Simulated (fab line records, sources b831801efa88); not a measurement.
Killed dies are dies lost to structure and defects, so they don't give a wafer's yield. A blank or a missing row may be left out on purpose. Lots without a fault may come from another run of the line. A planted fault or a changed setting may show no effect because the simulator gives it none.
A struck lot beside a sound one | flow gf180mcu | 19 steps out of a route of 602
Sound: wafers L144.1, L144.3, L144.6. Struck: wafers L153.3, L153.4, L153.5. The cause comes at the end.
At each step with rows: each side's tool, then ch and its chambers, then its first start. Under that, the readings that differ: sound wafers | struck wafers | difference of the means | sigmas: that difference in standard deviations of wafers without a fault.
alike: readings whose means differ by less than 2 such deviations, and words and numbers that are the same on both sides. not compared: withheld readings, readings that some wafer has no value for, bounds like >300 that may hide the same value, and numbers for which the record gives no deviation and whose values overlap.
The two part at a step that has a row with sigmas, a row that says differs or no value, or rows on one side only. Numbers that don't overlap but have no deviation are shown without sigmas and don't part them. A reading that every wafer of one side lacks parts them only if that side has two wafers or more.

GF_CONTACT_CMP_27: polishes, stops on SiO2, t overpolish 15 s, target thk 0 nm.
  sound on cmp-02 ch 0,1,3, day 17 00:38; struck on cmp-02 ch 0,1,2, day 20 13:56
  alike: motor_current_A, overpolish_run_s, platen_rpm, time_to_endpoint_s
GF_M1_SPUTTER_00: material Ti, target thk 37.5 nm, time 150 s.
  sound on pvd_sputter-02, day 17 00:56; struck on pvd_sputter-02, day 20 14:11
  alike: chamber_pressure_pa, throttle_valve_pct
GF_M1_SPUTTER_01: material TiN, target thk 30 nm, time 25 s.
  sound on pvd_sputter-02, day 17 01:02; struck on pvd_sputter-02, day 20 14:17
  alike: chamber_pressure_pa, throttle_valve_pct
GF_M1_SPUTTER_02: material AlCu, target thk 450 nm, time 23.9 s.
  sound on pvd_sputter-02, day 17 01:04; struck on pvd_sputter-02, day 20 14:19
  alike: chamber_pressure_pa, throttle_valve_pct
then, 2 steps without rows for these wafers: GF_M1_SPUTTER_03 (material Ti, target thk 10 nm, time 6.7 s); GF_M1_SPUTTER_04 (material TiN, target thk 50 nm, time 41.7 s).
GF_M1_RS_MEAS_05: measures by four-point-probe.
  sound on film_metro-01, day 17 01:09; struck on film_metro-02, day 20 14:26
  alike: M1_ALCU_RS
GF_M1_THK_MEAS_06: measures by xrf.
  sound on film_metro-01, day 17 01:16; struck on film_metro-02, day 20 14:32
  reading          | sound       | struck      | difference | sigmas
  M1_ALCU_THK (nm) | 448 446 442 | 456 457 454 | +10        | +2
then, 4 steps without rows for these wafers: GF_M1_DEHYDRATE_07 (time 60 s); GF_M1_HMDS_08 (prime time 60 s); GF_M1_COAT_09 (resist thk 1000 nm); GF_M1_SOFTBAKE_10 (time 60 s).
GF_M1_EXPOSE_11: exposes mask Metal1, target cd 230 nm.
  sound on krf_scanner-02 ch 0, day 17 12:31; struck on krf_scanner-01 ch 0, day 21 02:25
  reading              | sound                | struck               | difference | sigmas
  exposure_dose_mJ_cm2 | 27.995 27.961 27.979 | 25.689 25.700 25.670 | -2.292     | -92
  alike: mask
then, 2 steps without rows for these wafers: GF_M1_PEB_12 (peb time 90 s); GF_M1_DEVELOP_13 (develop time 60 s).
GF_M1_CD_MEAS_14: target cd 230 nm.
  sound on cd_sem-01, day 17 23:56; struck on cd_sem-02, day 21 14:28
  reading    | sound             | struck            | difference | sigmas
  cd_nm (nm) | 231.6 232.0 230.6 | 218.6 212.8 173.5 | -29.8      | -25
GF_M1_OVL_MEAS_15:
  sound on overlay-02, day 18 00:03; struck on overlay-02, day 21 14:34
  alike: M1_OVL
GF_M1_METAL_ETCH_16: etches the open film in Cl2/BCl3, stops on SiO2, target depth 627.5 nm, time 104.6 s.
  sound on rie_metal-02 ch 0,1, day 18 00:05; struck on rie_metal-04 ch 0, day 21 14:40
  reading             | sound             | struck          | difference | sigmas
  model.M1.cd_nm (nm) | 231.9 231.7 229.2 | 215.5 212 172.7 | -30.9      |
  alike: drypump_motor_current_A, oes_product_au, throttle_valve_pct
  not compared: rf_hours_counter_h
GF_M1_STRIP_17: strips in O2/N2.
  sound on plasma_asher-02 ch 0,1, day 18 00:12; struck on plasma_asher-02 ch 0,1, day 21 14:51
  reading                      | sound          | struck         | difference | sigmas
  strip_time_to_endpoint_s (s) | 7.79 7.91 7.83 | 7.99 8.00 7.96 | +0.14      | +3
  alike: drypump_motor_current_A, heater_power_w, n2_flow_sccm, oes_product_au
  not compared: rf_hours_counter_h

WHERE THEY PART
First at GF_M1_THK_MEAS_06; last, within this record, at GF_M1_STRIP_17.

WHY: what the simulator had put in
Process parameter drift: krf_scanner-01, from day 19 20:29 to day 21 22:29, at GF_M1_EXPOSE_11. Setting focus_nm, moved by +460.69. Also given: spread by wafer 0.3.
